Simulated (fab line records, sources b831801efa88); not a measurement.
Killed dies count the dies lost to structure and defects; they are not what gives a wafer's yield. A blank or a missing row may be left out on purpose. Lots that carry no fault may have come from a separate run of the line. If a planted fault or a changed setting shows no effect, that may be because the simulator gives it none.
Matching of chambers | flow sky130 | cmp-02 running SKY_VIA2_CMP_02: 4 sister chambers
The step polishes SiO2. 27 wafers are shown with their chamber, then 12 later ones without.

== WAFERS, EACH WITH ITS CHAMBER ==
wafer  | chamber | motor_current_A (A)
L082.1 | 0       | 11.1
L082.3 | 3       | 12.0
L082.6 | 1       | 12.3
L084.3 | 3       | 12.4
L084.4 | 0       | 10.8
L084.6 | 0       | 10.9
L083.3 | 0       | 11.2
L083.4 | 3       | 12.6
L083.5 | 0       | 11.7
L086.2 | 1       | 12.7
L086.3 | 0       | 11.3
L086.4 | 3       | 12.0
L087.1 | 3       | 11.9
L087.3 | 0       | 11.6
L087.4 | 1       | 11.8
L088.3 | 2       | 13.7
L088.4 | 0       | 11.1
L088.6 | 0       | 11.2
L089.3 | 2       | 13.9
L089.4 | 0       | 11.1
L089.6 | 1       | 12.1
L090.2 | 0       | 11.3
L090.3 | 3       | 12.4
L090.4 | 1       | 12.4
L091.2 | 0       | 11.2
L091.4 | 1       | 12.0
L091.6 | 2       | 13.9

SIGNATURES (means of the wafers above)
reading         | chamber 0 | chamber 1 | chamber 2 | chamber 3 | scatter within a chamber
motor_current_A | 11.208    | 12.217    | 13.833    | 12.217    | 0.268
Rule: a wafer's distance from a chamber is the root of the sum, over the readings, of the square of ((its reading less the chamber's mean) divided by the reading's scatter). If the next closest chamber is less than 2 further off than the closest, the wafer can't be placed; otherwise it belongs to the closest. How the scatter is found: for the shown wafers, subtract from each reading the mean of its chamber, square and add these, divide the total by (wafers less chambers), then take the root.

== WAFERS MISSING THEIR CHAMBER ==
wafer  | motor_current_A (A)
L092.2 | 14.4
L092.3 | 12.6
L092.6 | 11.8
L093.1 | 10.7
L093.3 | 12.7
L093.5 | 10.5
L095.1 | 12.4
L095.2 | 13.1
L095.4 | 10.9
L096.1 | 12.4
L096.2 | 11.9
L096.4 | 13.5

== CHAMBER TAKEN BY EACH ==
wafer  | from the rows above          | in truth
L092.2 | 2                            | 2
L092.3 | can't be placed: 1 or 3      | 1
L092.6 | can't be placed: 1 or 3 or 0 | 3
L093.1 | 0                            | 0
L093.3 | can't be placed: 1 or 3      | 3
L093.5 | 0                            | 0
L095.1 | can't be placed: 1 or 3      | 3
L095.2 | can't be placed: 2 or 1 or 3 | 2
L095.4 | 0                            | 0
L096.1 | can't be placed: 1 or 3      | 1
L096.2 | can't be placed: 1 or 3 or 0 | 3
L096.4 | 2                            | 2
Correct placement for 5 of the 12. Not placeable from these rows: 7 (in 7, the candidates include the true chamber). 0 placed wrongly.
